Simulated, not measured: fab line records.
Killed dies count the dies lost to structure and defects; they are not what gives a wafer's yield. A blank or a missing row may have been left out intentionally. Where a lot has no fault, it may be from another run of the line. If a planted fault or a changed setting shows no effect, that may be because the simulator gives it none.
Which tool did it? || flow sfq_line || 14 lots with 42 wafers sampled at 4 steps, on a route of 325 steps

## WHAT THE GAUGES READ, wafer by wafer
No reading from a measuring or inspecting step in the record can be judged against a usual standard deviation.

## EACH LOT AND THE TOOL THAT RAN IT (in order: tool; ch and the chambers of the sampled wafers; start)
{"lot": "L478", "SFQ_TRILAYER_A5B_DEP_PECVD_129": "pecvd-02 ch 0,2, day 57 16:23", "SFQ_TRILAYER_A5B_CMP_CMP_130": "cmp-01 ch 2,3, day 57 16:29", "SFQ_TRILAYER_A5B_METRO_MEASURE_131": "film_metro-04, day 57 19:41", "SFQ_TRILAYER_C5_ETCH_VIA_ETCH_154": "rie_diel-03 ch 0,1,2, day 58 16:51"}
{"lot": "L479", "SFQ_TRILAYER_A5B_DEP_PECVD_129": "pecvd-03 ch 0,2, day 58 04:23", "SFQ_TRILAYER_A5B_CMP_CMP_130": "cmp-01 ch 0,3, day 58 05:01", "SFQ_TRILAYER_A5B_METRO_MEASURE_131": "film_metro-02, day 58 08:13", "SFQ_TRILAYER_C5_ETCH_VIA_ETCH_154": "rie_diel-03 ch 0,1,3, day 58 22:51"}
{"lot": "L480", "SFQ_TRILAYER_A5B_DEP_PECVD_129": "pecvd-02 ch 0,1,2, day 58 06:48", "SFQ_TRILAYER_A5B_CMP_CMP_130": "cmp-02 ch 1,2, day 58 06:53", "SFQ_TRILAYER_A5B_METRO_MEASURE_131": "film_metro-04, day 58 09:53", "SFQ_TRILAYER_C5_ETCH_VIA_ETCH_154": "rie_diel-04 ch 1,2,3, day 59 01:15"}
{"lot": "L481", "SFQ_TRILAYER_A5B_DEP_PECVD_129": "pecvd-03 ch 0,1,2, day 58 10:34", "SFQ_TRILAYER_A5B_CMP_CMP_130": "cmp-02 ch 1,2,3, day 58 10:39", "SFQ_TRILAYER_A5B_METRO_MEASURE_131": "film_metro-04, day 58 13:39", "SFQ_TRILAYER_C5_ETCH_VIA_ETCH_154": "rie_diel-01 ch 0,1,2, day 59 03:39"}
{"lot": "L483", "SFQ_TRILAYER_A5B_DEP_PECVD_129": "pecvd-03 ch 0,2, day 59 12:47", "SFQ_TRILAYER_A5B_CMP_CMP_130": "cmp-02 ch 0,1,3, day 59 12:53", "SFQ_TRILAYER_A5B_METRO_MEASURE_131": "film_metro-02, day 59 15:53", "SFQ_TRILAYER_C5_ETCH_VIA_ETCH_154": "rie_diel-01 ch 1,3, day 60 02:58"}
{"lot": "L484", "SFQ_TRILAYER_A5B_DEP_PECVD_129": "pecvd-02 ch 0,2, day 61 19:59", "SFQ_TRILAYER_A5B_CMP_CMP_130": "cmp-01 ch 0,1,3, day 61 22:12", "SFQ_TRILAYER_A5B_METRO_MEASURE_131": "film_metro-01, day 62 00:12", "SFQ_TRILAYER_C5_ETCH_VIA_ETCH_154": "rie_diel-01 ch 1,3, day 68 16:16"}
{"lot": "L485", "SFQ_TRILAYER_A5B_DEP_PECVD_129": "pecvd-02 ch 1,2, day 62 02:07", "SFQ_TRILAYER_A5B_CMP_CMP_130": "cmp-01 ch 0,2,3, day 62 04:42", "SFQ_TRILAYER_A5B_METRO_MEASURE_131": "film_metro-01, day 62 06:12", "SFQ_TRILAYER_C5_ETCH_VIA_ETCH_154": "rie_diel-04 ch 0,1, day 68 19:36"}
{"lot": "L492", "SFQ_TRILAYER_A5B_DEP_PECVD_129": "pecvd-04 ch 0,1,2, day 63 14:02", "SFQ_TRILAYER_A5B_CMP_CMP_130": "cmp-02 ch 1,2,3, day 63 15:15", "SFQ_TRILAYER_A5B_METRO_MEASURE_131": "film_metro-04, day 63 18:15", "SFQ_TRILAYER_C5_ETCH_VIA_ETCH_154": "rie_diel-03 ch 0,1,2, day 70 12:13"}
{"lot": "L493", "SFQ_TRILAYER_A5B_DEP_PECVD_129": "pecvd-04 ch 1,2, day 63 21:25", "SFQ_TRILAYER_A5B_CMP_CMP_130": "cmp-01 ch 2,3, day 63 22:57", "SFQ_TRILAYER_A5B_METRO_MEASURE_131": "film_metro-01, day 64 01:51", "SFQ_TRILAYER_C5_ETCH_VIA_ETCH_154": "rie_diel-03 ch 2,3, day 70 19:25"}
{"lot": "L495", "SFQ_TRILAYER_A5B_DEP_PECVD_129": "pecvd-02 ch 0,1, day 64 12:58", "SFQ_TRILAYER_A5B_CMP_CMP_130": "cmp-01 ch 1,3, day 64 19:57", "SFQ_TRILAYER_A5B_METRO_MEASURE_131": "film_metro-04, day 64 22:39", "SFQ_TRILAYER_C5_ETCH_VIA_ETCH_154": "rie_diel-04 ch 0, day 71 13:14"}
{"lot": "L497", "SFQ_TRILAYER_A5B_DEP_PECVD_129": "pecvd-03 ch 0,1, day 64 21:01", "SFQ_TRILAYER_A5B_CMP_CMP_130": "cmp-01 ch 0,2,3, day 65 12:59", "SFQ_TRILAYER_A5B_METRO_MEASURE_131": "film_metro-02, day 65 14:59", "SFQ_TRILAYER_C5_ETCH_VIA_ETCH_154": "rie_diel-01 ch 2,3, day 71 21:37"}
{"lot": "L498", "SFQ_TRILAYER_A5B_DEP_PECVD_129": "pecvd-04 ch 0,2, day 65 14:11", "SFQ_TRILAYER_A5B_CMP_CMP_130": "cmp-02 ch 1,3, day 65 19:56", "SFQ_TRILAYER_A5B_METRO_MEASURE_131": "film_metro-02, day 65 23:08", "SFQ_TRILAYER_C5_ETCH_VIA_ETCH_154": "rie_diel-04 ch 0,2,3, day 72 02:25"}
{"lot": "L500", "SFQ_TRILAYER_A5B_DEP_PECVD_129": "pecvd-03 ch 0,1, day 65 23:46", "SFQ_TRILAYER_A5B_CMP_CMP_130": "cmp-01 ch 0,3, day 66 00:29", "SFQ_TRILAYER_A5B_METRO_MEASURE_131": "film_metro-01, day 66 02:59", "SFQ_TRILAYER_C5_ETCH_VIA_ETCH_154": "rie_diel-04 ch 1,2, day 72 06:01"}
{"lot": "L501", "SFQ_TRILAYER_A5B_DEP_PECVD_129": "pecvd-02 ch 0,1,2, day 66 01:01", "SFQ_TRILAYER_A5B_CMP_CMP_130": "cmp-01 ch 1,2, day 66 03:29", "SFQ_TRILAYER_A5B_METRO_MEASURE_131": "film_metro-02, day 66 06:35", "SFQ_TRILAYER_C5_ETCH_VIA_ETCH_154": "rie_diel-01 ch 0,1,3, day 72 07:13"}
- SFQ_TRILAYER_A5B_DEP_PECVD_129: deposits SiO2 from SiH4/N2O, time 133.33 s, target thk 600 nm.
- SFQ_TRILAYER_A5B_CMP_CMP_130: polishes, stops on Nb, target thk 340.7 nm.
- SFQ_TRILAYER_A5B_METRO_MEASURE_131
- SFQ_TRILAYER_C5_ETCH_VIA_ETCH_154: etches SiO2 in CHF3, stops on Nb, target depth 84 nm.

## AS READ BY THE TOOLS THEMSELVES (means over the sampled wafers that have a number; for cases with no such wafer, the mark the record gives instead)
SFQ_TRILAYER_A5B_DEP_PECVD_129.
{"lot": "L478", "tool": "pecvd-02", "heater_power_w (W)": 74, "throttle_valve_pct (%)": 25.5}
{"lot": "L479", "tool": "pecvd-03", "heater_power_w (W)": 95, "throttle_valve_pct (%)": 24.8}
{"lot": "L480", "tool": "pecvd-02", "heater_power_w (W)": 70, "throttle_valve_pct (%)": 25.2}
{"lot": "L481", "tool": "pecvd-03", "heater_power_w (W)": 81, "throttle_valve_pct (%)": 24.0}
{"lot": "L483", "tool": "pecvd-03", "heater_power_w (W)": 85, "throttle_valve_pct (%)": 24.7}
{"lot": "L484", "tool": "pecvd-02", "heater_power_w (W)": 76, "throttle_valve_pct (%)": 25.3}
{"lot": "L485", "tool": "pecvd-02", "heater_power_w (W)": 66, "throttle_valve_pct (%)": 25.1}
{"lot": "L492", "tool": "pecvd-04", "heater_power_w (W)": 76, "throttle_valve_pct (%)": 23.2}
{"lot": "L493", "tool": "pecvd-04", "heater_power_w (W)": 79, "throttle_valve_pct (%)": 23.1}
{"lot": "L495", "tool": "pecvd-02", "heater_power_w (W)": 72, "throttle_valve_pct (%)": 24.4}
{"lot": "L497", "tool": "pecvd-03", "heater_power_w (W)": 89, "throttle_valve_pct (%)": 24.3}
{"lot": "L498", "tool": "pecvd-04", "heater_power_w (W)": 72, "throttle_valve_pct (%)": 23.5}
{"lot": "L500", "tool": "pecvd-03", "heater_power_w (W)": 88, "throttle_valve_pct (%)": 23.6}
{"lot": "L501", "tool": "pecvd-02", "heater_power_w (W)": 71, "throttle_valve_pct (%)": 25.2}

SFQ_TRILAYER_A5B_CMP_CMP_130.
{"lot": "L478", "tool": "cmp-01", "motor_current_A (A)": 10.5}
{"lot": "L479", "tool": "cmp-01", "motor_current_A (A)": 10.9}
{"lot": "L480", "tool": "cmp-02", "motor_current_A (A)": 10.7}
{"lot": "L481", "tool": "cmp-02", "motor_current_A (A)": 10.9}
{"lot": "L483", "tool": "cmp-02", "motor_current_A (A)": 10.2}
{"lot": "L484", "tool": "cmp-01", "motor_current_A (A)": 11.0}
{"lot": "L485", "tool": "cmp-01", "motor_current_A (A)": 10.8}
{"lot": "L492", "tool": "cmp-02", "motor_current_A (A)": 11.1}
{"lot": "L493", "tool": "cmp-01", "motor_current_A (A)": 10.9}
{"lot": "L495", "tool": "cmp-01", "motor_current_A (A)": 10.7}
{"lot": "L497", "tool": "cmp-01", "motor_current_A (A)": 10.7}
{"lot": "L498", "tool": "cmp-02", "motor_current_A (A)": 10.2}
{"lot": "L500", "tool": "cmp-01", "motor_current_A (A)": 11.3}
{"lot": "L501", "tool": "cmp-01", "motor_current_A (A)": 10.9}

SFQ_TRILAYER_A5B_METRO_MEASURE_131.
{"lot": "L478", "tool": "film_metro-04", "thk_nm (nm)": 342}
{"lot": "L479", "tool": "film_metro-02", "thk_nm (nm)": 335}
{"lot": "L480", "tool": "film_metro-04", "thk_nm (nm)": 340}
{"lot": "L481", "tool": "film_metro-04", "thk_nm (nm)": 340}
{"lot": "L483", "tool": "film_metro-02", "thk_nm (nm)": 339}
{"lot": "L484", "tool": "film_metro-01", "thk_nm (nm)": 337}
{"lot": "L485", "tool": "film_metro-01", "thk_nm (nm)": 347}
{"lot": "L492", "tool": "film_metro-04", "thk_nm (nm)": 345}
{"lot": "L493", "tool": "film_metro-01", "thk_nm (nm)": 341}
{"lot": "L495", "tool": "film_metro-04", "thk_nm (nm)": 345}
{"lot": "L497", "tool": "film_metro-02", "thk_nm (nm)": 344}
{"lot": "L498", "tool": "film_metro-02", "thk_nm (nm)": 345}
{"lot": "L500", "tool": "film_metro-01", "thk_nm (nm)": 341}
{"lot": "L501", "tool": "film_metro-02", "thk_nm (nm)": 343}

SFQ_TRILAYER_C5_ETCH_VIA_ETCH_154.
{"lot": "L478", "tool": "rie_diel-03", "bias_w (W)": 79.77, "drypump_motor_current_A (A)": 5.7, "oes_product_au (a.u.)": 0.896}
{"lot": "L479", "tool": "rie_diel-03", "bias_w (W)": 79.79, "drypump_motor_current_A (A)": 5.9, "oes_product_au (a.u.)": 0.904}
{"lot": "L480", "tool": "rie_diel-04", "bias_w (W)": 79.91, "drypump_motor_current_A (A)": 5.3, "oes_product_au (a.u.)": 0.897}
{"lot": "L481", "tool": "rie_diel-01", "bias_w (W)": 80.17, "drypump_motor_current_A (A)": 5.8, "oes_product_au (a.u.)": 0.889}
{"lot": "L483", "tool": "rie_diel-01", "bias_w (W)": 79.70, "drypump_motor_current_A (A)": 5.6, "oes_product_au (a.u.)": 0.889}
{"lot": "L484", "tool": "rie_diel-01", "bias_w (W)": 80.20, "drypump_motor_current_A (A)": 5.4, "oes_product_au (a.u.)": 0.901}
{"lot": "L485", "tool": "rie_diel-04", "bias_w (W)": 79.98, "drypump_motor_current_A (A)": 5.7, "oes_product_au (a.u.)": 0.906}
{"lot": "L492", "tool": "rie_diel-03", "bias_w (W)": 76.73, "drypump_motor_current_A (A)": 5.7, "oes_product_au (a.u.)": 0.896}
{"lot": "L493", "tool": "rie_diel-03", "bias_w (W)": 76.50, "drypump_motor_current_A (A)": 5.7, "oes_product_au (a.u.)": 0.892}
{"lot": "L495", "tool": "rie_diel-04", "bias_w (W)": 80.27, "drypump_motor_current_A (A)": 6.2, "oes_product_au (a.u.)": 0.900}
{"lot": "L497", "tool": "rie_diel-01", "bias_w (W)": 80.10, "drypump_motor_current_A (A)": 5.5, "oes_product_au (a.u.)": 0.889}
{"lot": "L498", "tool": "rie_diel-04", "bias_w (W)": 79.95, "drypump_motor_current_A (A)": 5.8, "oes_product_au (a.u.)": 0.898}
{"lot": "L500", "tool": "rie_diel-04", "bias_w (W)": 80.01, "drypump_motor_current_A (A)": 5.3, "oes_product_au (a.u.)": 0.908}
{"lot": "L501", "tool": "rie_diel-01", "bias_w (W)": 80.06, "drypump_motor_current_A (A)": 5.6, "oes_product_au (a.u.)": 0.897}

## THE ANSWER, worked out from the rows above alone
Rule: what is usual is taken from the lots themselves. The widest of any qualifying gaps counts: lots, ordered by their means at a reading, are off when they make up no more than a third of the lots, leave a main group of 4 or more, and stand apart from it by 3 or more times the standard deviation of that group's means. The tables above print the reading to a certain number of digits; a main group whose means all agree to those digits is not used. A lot without any number at a reading at which 4 lots or more have one is off too. The other lots that the step has rows for count as sound. Order of review: gauges by route order, followed by the tools' own readings, for which a lot's mean as printed above is used. The first step at which some lot is off is used, and at that step the reading that is off furthest; a lot without a number counts as furthest.
Off: L492, L493, at SFQ_TRILAYER_C5_ETCH_VIA_ETCH_154 (bias_w). The main group: mean 79.99 W, standard deviation 0.17.
A tool fits if, at that step or a process step before it, it ran every lot that is off, and no sound lot after the first of them. One candidate fits, namely rie_diel-03 at SFQ_TRILAYER_C5_ETCH_VIA_ETCH_154. A fault onset in the window from L479 (day 58 22:51, its last sound lot) to L492 (day 70 12:13, its first lot off) fits.
On the lots that are off, the tool's own readings at SFQ_TRILAYER_C5_ETCH_VIA_ETCH_154 differ by more than 5 times the standard deviation of the sound lots' means, which bears it out; bias_w reads 76.62 W there versus 79.99 W on the sound lots.

## WHAT HAD BEEN PUT IN BY THE SIMULATOR
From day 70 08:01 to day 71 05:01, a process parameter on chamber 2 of rie_diel-03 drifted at SFQ_TRILAYER_C5_ETCH_VIA_ETCH_154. From 80, the setting bias_w moved by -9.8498. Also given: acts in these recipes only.
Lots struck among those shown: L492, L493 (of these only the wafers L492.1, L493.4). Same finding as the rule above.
